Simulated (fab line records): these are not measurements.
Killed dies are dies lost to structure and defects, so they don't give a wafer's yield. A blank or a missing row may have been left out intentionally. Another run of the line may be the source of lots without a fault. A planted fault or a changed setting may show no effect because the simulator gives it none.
Matching of chambers -- flow gf180mcu -- rie_si-01 running GF_STI_ETCH_14: 4 sister chambers
The step etches Si in HBr/Cl2/O2, target depth 360 nm, time 102.9 s. 4 wafers are shown with their chamber, then 8 later ones without.

## EACH WAFER AND ITS CHAMBER
wafer,chamber,drypump_motor_current_A (A)
L301.1,2,5.1
L302.1,3,6.2
L302.6,1,5.5
L316.1,0,5.3

## WAFERS MISSING THEIR CHAMBER
wafer,drypump_motor_current_A (A)
L316.2,5.5
L316.3,6.1
L317.2,5.5
L317.3,5.1
L317.6,6.1
L318.3,6.1
L318.4,5.1
L318.5,5.1

## EACH ONE'S CHAMBER
wafer,from the rows above,in truth
L316.2,1,1
L316.3,3,3
L317.2,1,1
L317.3,2,2
L317.6,3,3
L318.3,3,3
L318.4,2,2
L318.5,2,2
8 of 8 placed correctly. Number that these rows cannot place: 0. Placed wrongly: 0.
How it was worked out, from the rows above alone: a wafer's distance from a chamber is the root of the sum, over the readings, of the square of ((its reading less the chamber's mean) divided by the reading's scatter). If the next closest chamber is less than 2 further off than the closest, the wafer can't be placed; otherwise it belongs to the closest. For every chamber, the mean is computed from those of its wafers that are shown. The scatter (one wafer shown for each chamber): square how far every hidden wafer sits from the nearest shown wafer, average those squares and take the square root.
